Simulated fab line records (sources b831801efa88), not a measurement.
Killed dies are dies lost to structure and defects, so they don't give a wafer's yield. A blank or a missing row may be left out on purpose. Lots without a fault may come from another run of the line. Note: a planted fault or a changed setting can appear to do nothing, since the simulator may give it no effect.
What tool caused it?	flow sky130	13 lots, 39 wafers sampled, at 5 steps of a route of 708

== WHAT THE GAUGES READ, wafer by wafer ==
SKY_VT_ADJUST_NCORE_CD_MEAS_07 targets a cd of 380 nm.
lot	measured	on	cd-nm (nm)
L162	day 8 06:22	cd-sem-02	379.5 376.8 377.3
L163	day 8 15:37	cd-sem-02	379.1 379.9 380.8
L164	day 8 20:05	cd-sem-02	377.6 376.6 374.6
L166	day 9 11:26	cd-sem-02	377.4 378.8 379.0
L167	day 9 14:36	cd-sem-01	383.1 380.7 380.5
L168	day 10 01:15	cd-sem-01	375.3 377.5 377.1
L169	day 10 08:44	cd-sem-01	379.0 379.7 377.2
L170	day 10 14:37	cd-sem-01	377.9 373.9 376.7
L171	day 10 19:44	cd-sem-02	379.1 378.8 378.7
L172	day 11 06:50	cd-sem-02	379.4 380.3 376.5
L181	day 14 00:37	cd-sem-02	378.6 377.9 378.2
L183	day 14 21:55	cd-sem-01	376.2 377.1 379.0
L184	day 14 23:25	cd-sem-01	374.5 377.5 376.9

SKY_VT_ADJUST_NCORE_TW_MEAS_11.
lot	measured	on	VT_ADJUST_NCORE_TW
L162	day 8 06:46	film-metro-02	220.4 218.8 219.9
L163	day 8 16:02	film-metro-01	220.1 220.3 221.1
L164	day 8 20:29	film-metro-04	218.9 218.2 218.2
L166	day 9 11:49	film-metro-02	219.7 218.9 219.8
L167	day 9 15:01	film-metro-04	218.3 218.7 218.8
L168	day 10 01:40	film-metro-01	221.4 220.3 221.7
L169	day 10 09:07	film-metro-04	216.6 215.7 216.3
L170	day 10 15:01	film-metro-02	219.3 219.5 219.2
L171	day 10 20:08	film-metro-04	217.4 218.9 217.7
L172	day 11 07:13	film-metro-02	219.1 219.5 219.0
L181	day 14 01:02	film-metro-02	220.7 220.9 221.0
L183	day 14 22:18	film-metro-02	222.2 222.0 221.8
L184	day 14 23:48	film-metro-02	222.7 222.0 221.5

SKY_SONOS_ONO_OVL_MEAS_14.
lot	measured	on	SONOS_ONO_OVL (nm)
L162	day 12 08:45	overlay-01	-0.1 -0.5 -0.2
L163	day 12 21:35	overlay-01	1.3 0.8 3.2
L164	day 13 00:53	overlay-01	1.7 0.7 2.6
L166	day 13 19:27	overlay-01	-1.3 2.1 1.9
L167	day 13 19:53	overlay-01	0.8 -0.5 1.8
L168	day 14 12:38	overlay-01	2.6 0.6 0.9
L169	day 14 19:45	overlay-02	0.2 1.1 -0.9
L170	day 15 00:06	overlay-02	1.6 2.1 2.3
L171	day 15 07:56	overlay-01	2.8 1.1 0.8
L172	day 15 19:14	overlay-02	1.6 -1.4 -0.3
L181	day 19 03:04	overlay-02	-1.0 0.3 0.6
L183	day 20 01:11	overlay-02	1.3 3.0 0.2
L184	day 20 08:05	overlay-01	0.2 -0.9 0.2

SKY_GATE_OXIDE_THK_MEAS_02.
lot	measured	on	GATE_OXIDE_OXIDATION_00_THK (nm)
L162	day 12 11:47	film-metro-01	10.02 10.17 10.22
L163	day 13 02:03	film-metro-01	10.26 10.40 10.41
L164	day 13 04:51	film-metro-03	10.28 10.34 10.04
L166	day 13 21:52	film-metro-03	10.44 10.44 10.48
L167	day 13 21:51	film-metro-02	10.30 10.23 10.29
L168	day 14 14:23	film-metro-03	10.12 10.27 10.30
L169	day 14 21:31	film-metro-02	10.59 10.56 10.57
L170	day 15 01:52	film-metro-01	10.24 10.27 10.42
L171	day 15 10:17	film-metro-01	10.26 10.07 10.11
L172	day 16 03:04	film-metro-02	10.46 10.41 10.45
L181	day 19 04:50	film-metro-03	13.60 13.66 13.83
L183	day 20 02:58	film-metro-03	13.61 13.50 13.58
L184	day 20 10:38	film-metro-03	10.25 10.38 10.16

== EACH LOT AND THE TOOL THAT RAN IT (in order: tool; ch and the chambers of the sampled wafers; start) ==
lot	SKY_GATE_OXIDE_OXIDATION_01
L162	furnace-02 ch 0, day 12 10:22
L163	furnace-01 ch 0, day 13 00:38
L164	furnace-02 ch 0, day 13 03:26
L166	furnace-01 ch 0, day 13 20:26
L167	furnace-01 ch 0, day 13 20:26
L168	furnace-01 ch 0, day 14 12:58
L169	furnace-02 ch 0, day 14 20:05
L170	furnace-02 ch 0, day 15 00:26
L171	furnace-02 ch 0, day 15 08:51
L172	furnace-02 ch 0, day 16 01:39
L181	furnace-01 ch 0, day 19 03:25
L183	furnace-01 ch 0, day 20 01:32
L184	furnace-02 ch 0, day 20 09:12
- SKY_GATE_OXIDE_OXIDATION_01: stabilise 600 s, purge 300 s, target thk 10.268 nm.

== AS READ BY THE TOOLS THEMSELVES (means over the sampled wafers that have a number; for cases with no such wafer, the mark the record gives instead) ==
SKY_GATE_OXIDE_OXIDATION_01.
lot	tool	spike-tc-lower-C (C)	spike-tc-top-C (C)	tube_center_temp_C_max	zone-power-upper-pct (%)
L162	furnace-02	898.3	908.1	902.4	17.2
L163	furnace-01	900.8	909.8	902.2	16.2
L164	furnace-02	899.0	908.0	902.6	17.0
L166	furnace-01	901.3	909.6	901.9	15.8
L167	furnace-01	900.9	910.5	902.5	15.9
L168	furnace-01	901.5	910.0	902.1	15.9
L169	furnace-02	898.5	908.5	902.2	17.1
L170	furnace-02	899.0	909.5	902.5	17.2
L171	furnace-02	899.4	908.3	902.2	17.0
L172	furnace-02	899.3	908.9	902.3	17.2
L181	furnace-01	900.7	911.5	902.6	15.8
L183	furnace-01	901.5	910.7	902.2	15.9
L184	furnace-02	899.4	907.4	901.8	16.9

== THE ANSWER, worked out from the rows above alone ==
Rule: usual is defined by the lots themselves. Put in order of their means at a reading, lots are off if they are a third of the lots or fewer, leave a main group of 4 or more, and stand apart from it by a gap of 3 or more times the standard deviation of the main group's means; of several such gaps the widest counts. A main group is skipped when, at the precision printed for the reading in the tables above, its means are all equal. Also off: a lot with no number at a reading for which 4 or more lots have one. All remaining lots with rows at the step are treated as sound. After the gauges, taken in route order, come the tools' own readings; for these a lot's mean is taken, as printed above. At the first step where some lot is off, the reading lying furthest off is the one used; lots without a number count as furthest.
Off: L181, L183, at SKY_GATE_OXIDE_THK_MEAS_02 (GATE_OXIDE_OXIDATION_00_THK). Mean 10.31 nm and standard deviation 0.13 in the main group.
If a tool, at a process step before that reading, ran all the lots that are off and no sound lot after the first of them, it fits. Gauges at SKY_GATE_OXIDE_THK_MEAS_02: tried the same way as those tools. One fits: SKY_GATE_OXIDE_OXIDATION_01 on furnace-01. A fault onset in the window from L168 (day 14 12:58, its last sound lot) to L181 (day 19 03:25, its first lot off) fits.

== WHAT THE SIMULATOR HAD PUT IN ==
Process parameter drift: furnace-01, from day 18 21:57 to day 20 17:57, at SKY_GATE_OXIDE_OXIDATION_01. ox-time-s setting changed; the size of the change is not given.
Struck lots among those shown: L181, L183. The rule above found the same.
